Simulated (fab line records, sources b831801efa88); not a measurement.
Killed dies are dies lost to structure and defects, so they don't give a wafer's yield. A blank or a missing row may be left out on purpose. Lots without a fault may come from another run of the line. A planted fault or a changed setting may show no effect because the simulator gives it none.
A struck lot beside a sound one | flow sfq_line | 43 steps out of a route of 325
Sound: wafers L516.1, L516.5, L516.6. Struck: wafers L521.2, L521.5, L521.6. The cause comes at the end.
At each step with rows: each side's tool, then ch and its chambers, then its first start. Under that, the readings that differ: sound wafers | struck wafers | difference of the means | sigmas: that difference in standard deviations of wafers without a fault.
alike: readings whose means differ by less than 2 such deviations, and words and numbers that are the same on both sides. not compared: withheld readings, readings that some wafer has no value for, bounds like >300 that may hide the same value, and numbers for which the record gives no deviation and whose values overlap.
The two part at a step that has a row with sigmas, a row that says differs or no value, or rows on one side only. Numbers that don't overlap but have no deviation are shown without sigmas and don't part them. A reading that every wafer of one side lacks parts them only if that side has two wafers or more.

first, 6 steps without rows for these wafers: SFQ_TRILAYER_M5_LITHO_COAT_128 (resist thk 62 nm); SFQ_TRILAYER_M5_LITHO_COAT_123 (resist thk 600 nm); SFQ_TRILAYER_M5_LITHO_SOFTBAKE_127; SFQ_TRILAYER_M5_LITHO_EXPOSE_124 (exposes mask M5, target cd 700 nm); SFQ_TRILAYER_M5_LITHO_PEB_126 (peb time 60 s); SFQ_TRILAYER_M5_LITHO_DEVELOP_125 (time 60 s).
SFQ_M5_OVL_MEAS_932:
  sound on overlay-01, day 61 15:25; struck on overlay-02, day 66 20:00
  alike: M5_OVL
SFQ_TRILAYER_M5_BARC_OPEN_METAL_ETCH_161: etches BARC in O2, target depth 125 nm, time 41.7 s.
  sound on rie_metal-01 ch 0,1, day 61 15:27; struck on rie_metal-02 ch 0,1, day 66 20:02
  reading                     | sound       | struck      | difference | sigmas
  drypump_motor_current_A (A) | 5.7 5.9 5.7 | 6.8 6.4 6.8 | +0.9       | +2
  alike: he_backside_leak_sccm, oes_product_au
  not compared: rf_hours_counter_h
then, 1 step without rows for these wafers: SFQ_TRILAYER_M5_ETCH_METAL_ETCH_126 (etches Nb in Cl2/BCl3, stops on SiO2, time 203.2 s, target depth 265 nm).
SFQ_TRILAYER_M5_STRIP_STRIP_127: strips in O2.
  sound on rie_metal-01 ch 0,1, day 61 15:42; struck on rie_metal-02 ch 0,1, day 66 20:17
  reading                     | sound       | struck      | difference | sigmas
  drypump_motor_current_A (A) | 5.7 6.0 5.7 | 6.8 6.4 6.8 | +0.9       | +2
  alike: he_backside_leak_sccm, oes_product_au
  not compared: rf_hours_counter_h
then, 1 step without rows for these wafers: SFQ_TRILAYER_M5_STRIP_SOLV_CLEAN_128 (cleans in NMP, time 600 s).
SFQ_TRILAYER_A5B_DEP_PECVD_129: deposits SiO2 from SiH4/N2O, time 133.33 s, target thk 600 nm.
  sound on pecvd-04 ch 0,1,2, day 61 16:29; struck on pecvd-04 ch 1,2, day 66 21:04
  alike: heater_power_w, throttle_valve_pct
SFQ_TRILAYER_A5B_CMP_CMP_130: polishes, stops on Nb, target thk 340.7 nm.
  sound on cmp-02 ch 0,1, day 61 21:42; struck on cmp-02 ch 1,2, day 66 21:39
  no value came back on the struck wafers for any of 5 readings (edge_zone_pressure_frac, head_pressure_psi (psi) and others); on the sound wafers edge_zone_pressure_frac reads 1.005 1.003 1.002
  reading                                              | sound             | struck          | difference | sigmas
  model.SiO2_of_TRILAYER_A5B_DEP_PECVD_129.thk_nm (nm) | 339.8 334.2 339.7 | 603 610.2 606.2 | +269       |
SFQ_TRILAYER_A5B_METRO_MEASURE_131:
  sound on film_metro-04, day 62 00:12; struck on film_metro-04, day 67 00:21
  reading     | sound       | struck      | difference | sigmas
  thk_nm (nm) | 340 334 340 | 603 611 606 | +269       | +48
then, 2 steps without rows for these wafers: SFQ_TRILAYER_R5_DEP_SPUTTER_132 (material Ti, target thk 5 nm, time 5 s); SFQ_TRILAYER_R5_DEP_SPUTTER_133 (material MoNx, target thk 40 nm, time 66.7 s).
SFQ_TRILAYER_R5_DEP_SPUTTER_134: material Ti, target thk 5 nm, time 5 s.
  sound on pvd_sputter-03, day 62 01:28; struck on pvd_sputter-05, day 67 01:25
  alike: throttle_valve_pct
SFQ_R5_RS_MEAS_933: measures by four-point-probe.
  sound on film_metro-02, day 62 01:29; struck on film_metro-03, day 67 01:28
  alike: R5_MONX_RS
SFQ_R5_THK_MEAS_934: measures by xrf.
  sound on film_metro-02, day 62 01:37; struck on film_metro-03, day 67 01:34
  alike: R5_MONX_THK
then, 6 steps without rows for these wafers: SFQ_TRILAYER_R5_LITHO_COAT_141 (resist thk 62 nm); SFQ_TRILAYER_R5_LITHO_COAT_136 (resist thk 600 nm); SFQ_TRILAYER_R5_LITHO_SOFTBAKE_140; SFQ_TRILAYER_R5_LITHO_EXPOSE_137 (exposes mask R5, target cd 500 nm); SFQ_TRILAYER_R5_LITHO_PEB_139 (peb time 60 s); SFQ_TRILAYER_R5_LITHO_DEVELOP_138 (time 60 s).
SFQ_R5_OVL_MEAS_935:
  sound on overlay-01, day 66 13:59; struck on overlay-02, day 67 17:49
  reading     | sound   | struck     | difference | sigmas
  R5_OVL (nm) | -1 -2 4 | -8 -16 -10 | -12        | -2
SFQ_TRILAYER_R5_BARC_OPEN_METAL_ETCH_177: etches BARC in O2, target depth 125 nm, time 41.7 s.
  sound on rie_metal-03 ch 0,1, day 66 14:02; struck on rie_metal-04 ch 0,1, day 67 17:50
  alike: drypump_motor_current_A, he_backside_leak_sccm, oes_product_au
  not compared: rf_hours_counter_h
then, 10 steps without rows for these wafers: SFQ_TRILAYER_R5_ETCH_METAL_ETCH_139 (etches the open film in Cl2, stops on SiO2, target depth 60 nm, time 40 s); SFQ_TRILAYER_R5_STRIP_STRIP_140 (strips in O2); SFQ_TRILAYER_R5_STRIP_SOLV_CLEAN_141 (cleans in NMP, time 600 s); SFQ_TRILAYER_A5C_DEP_PECVD_142 (deposits SiO2 from SiH4/N2O, time 15.556 s, target thk 70 nm); SFQ_TRILAYER_I5_LITHO_COAT_149 (resist thk 62 nm); SFQ_TRILAYER_I5_LITHO_COAT_144 (resist thk 650 nm); SFQ_TRILAYER_I5_LITHO_SOFTBAKE_148; SFQ_TRILAYER_I5_LITHO_EXPOSE_145 (exposes mask I5, target cd 700 nm); SFQ_TRILAYER_I5_LITHO_PEB_147 (peb time 60 s); SFQ_TRILAYER_I5_LITHO_DEVELOP_146 (time 60 s).
-- the record jumps here: 4 days lie between the struck wafers' starts before and after --
SFQ_I5_OVL_MEAS_936:
  sound on overlay-02, day 71 01:46; struck on overlay-01, day 71 21:08
  alike: I5_OVL
then, 4 steps without rows for these wafers: SFQ_TRILAYER_I5_BARC_OPEN_VIA_ETCH_200 (etches BARC in O2, target depth 125 nm, time 41.7 s); SFQ_TRILAYER_I5_ETCH_VIA_ETCH_147 (etches the open film in CHF3, stops on Nb, target depth 360 nm); SFQ_TRILAYER_I5_STRIP_STRIP_148 (strips in O2); SFQ_TRILAYER_I5_STRIP_SOLV_CLEAN_149 (cleans in NMP, time 600 s).
-- the record jumps here: 19 days lie between the struck wafers' starts before and after --
SFQ_M8_BOW_MEAS_951:
  sound on film_metro-03, day 90 04:11; struck on film_metro-02, day 90 23:29
  reading                 | sound             | struck            | difference | sigmas
  model.etest.i5.link_ohm | 2.286 2.276 2.275 | 2.404 2.416 2.419 | +0.134     |
  alike: M8_BOW

WHERE THEY PART
First at SFQ_TRILAYER_M5_BARC_OPEN_METAL_ETCH_161; last, within this record, at SFQ_R5_OVL_MEAS_935. Later steps at which nothing parts them and some readings are alike: SFQ_TRILAYER_R5_BARC_OPEN_METAL_ETCH_177, SFQ_I5_OVL_MEAS_936, SFQ_M8_BOW_MEAS_951.

WHY: what the simulator had put in
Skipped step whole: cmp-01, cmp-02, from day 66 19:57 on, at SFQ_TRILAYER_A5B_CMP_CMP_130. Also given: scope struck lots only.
